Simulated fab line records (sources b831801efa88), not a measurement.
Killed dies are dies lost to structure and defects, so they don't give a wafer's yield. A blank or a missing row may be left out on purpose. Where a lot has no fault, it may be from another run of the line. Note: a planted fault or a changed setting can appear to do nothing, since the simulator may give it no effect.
A struck lot beside a sound one :: flow sky130 :: 14 steps out of a route of 708
Sound: the wafers L841.3, L841.4, L841.5. Struck: wafers L847.2, L847.6 (left out: L847.3, a lot-mate that was not struck); the cause follows at the end.
Per side, at each step with rows, come the tool, then ch with its chambers, and then its first start. Under that, the readings that differ: sound wafers :: struck wafers :: difference of the means :: sigmas: that difference in standard deviations of wafers without a fault.
alike: words and numbers the same on both sides, and readings whose means are apart by under 2 such deviations; not compared: readings that were withheld, readings missing a value for some wafer, numbers with overlapping values and no deviation given by the record, and bounds like >300 which may hide the same value.
A row with sigmas, a row that says differs or no value, or rows on one side alone: a step with any of these is where the two part. When numbers do not overlap yet have no deviation, they are printed without sigmas and do not part them. Lack of a reading on every wafer of one side parts them only where that side has two or more wafers.

SKY_VIA1_ETCH_14: etches BARC in N2/H2, stops on SiO2, time 45.9 s, target depth 60 nm.
  sound on rieDiel-04 ch 0,1,3, day 36 17:38; struck on rieDiel-01 ch 0,3, day 38 14:12
reading: drypumpMotorCurrentA (A)
sound: 6.8 6.0 6.2
struck: 5.4 5.9
difference: -0.7
sigmas: -2
  alike: biasW, oesProductAu, throttleValvePct
  not compared: rfHoursCounterH
then, 1 step without rows for these wafers: SKY_VIA1_ETCH_15 (etches SiO2 in C4F8/O2/Ar, stops on TiN, target depth 351 nm, time 54 s).
SKY_VIA1_STRIP_16: strips in O2/N2.
  sound on plasmaAsher-02 ch 0,1, day 36 17:45; struck on plasmaAsher-04 ch 1, day 38 14:17
  alike: drypumpMotorCurrentA, o2FlowSccm, oesProductAu, stripTimeToEndpointS
  not compared: rfHoursCounterH
then, 3 steps without rows for these wafers: SKY_VIA1_STRIP_17 (strips in post etch residue remover, time 1200 s); SKY_VIA1_CLEAN_18 (cleans in IPA, time 180 s); SKY_VIA1_CLEAN_19 (cleans in O3/DIW).
SKY_VIA1_SPUTTER_20: material TiN, target thk 20 nm, time 80 s.
  sound on pvdSputter-03, day 36 18:21; struck on pvdSputter-03, day 38 14:53
  alike: cathodeDcPowerW, throttleValvePct
SKY_VIA1_CVD_21: deposits W, target thk 270 nm, time 80.902 s.
  sound on cvdW-02 ch 0,1, day 36 18:27; struck on cvdW-01 ch 0,1, day 38 14:57
  alike: heaterPowerW
  not compared: sinceWetCleanH
SKY_VIA1_RS_MEAS_22: the measuring method here is four-point-probe.
  sound on filmMetro-01, day 36 18:33; struck on filmMetro-04, day 38 15:04
  alike: VIA1_W_RS
SKY_VIA1_THK_MEAS_23: measures by xrf.
  sound on filmMetro-01, day 36 18:39; struck on filmMetro-04, day 38 15:10
  alike: VIA1_W_THK
SKY_VIA1_CMP_24: polishes, stops on SiO2, t overpolish 15 s, target thk 0 nm.
  sound on cmp-02 ch 0,2,3, day 36 18:41; struck on cmp-01 ch 0,1, day 38 15:32
  alike: headPressurePsi, motorCurrentA, overpolishRunS, timeToEndpointS
then, 1 step without rows for these wafers: SKY_METAL2_SPUTTER_00 (material Ti, target thk 15 nm, time 10 s).
SKY_METAL2_SPUTTER_01: material TiN, target thk 20 nm, time 16.7 s.
  sound on pvdSputter-02, day 36 19:01; struck on pvdSputter-02, day 38 15:50
reading: model.TiN_of_METAL2_SPUTTER_01.thkNm (nm)
sound: 19.84 19.85 19.91
struck: 12.56 12.59
difference: -7.29
sigmas: 
  alike: cathodeDcPowerW, throttleValvePct
then, 1 step without rows for these wafers: SKY_METAL2_SPUTTER_02 (material AlCu, target thk 250 nm, time 13.3 s).

WHERE THEY PART
Within this record, at SKY_VIA1_ETCH_14 only. Later steps at which nothing parts them and some readings are alike: SKY_VIA1_STRIP_16, SKY_VIA1_SPUTTER_20, SKY_VIA1_CVD_21, SKY_VIA1_RS_MEAS_22, SKY_VIA1_THK_MEAS_23, SKY_VIA1_CMP_24, SKY_METAL2_SPUTTER_01.

WHY: what the simulator had put in
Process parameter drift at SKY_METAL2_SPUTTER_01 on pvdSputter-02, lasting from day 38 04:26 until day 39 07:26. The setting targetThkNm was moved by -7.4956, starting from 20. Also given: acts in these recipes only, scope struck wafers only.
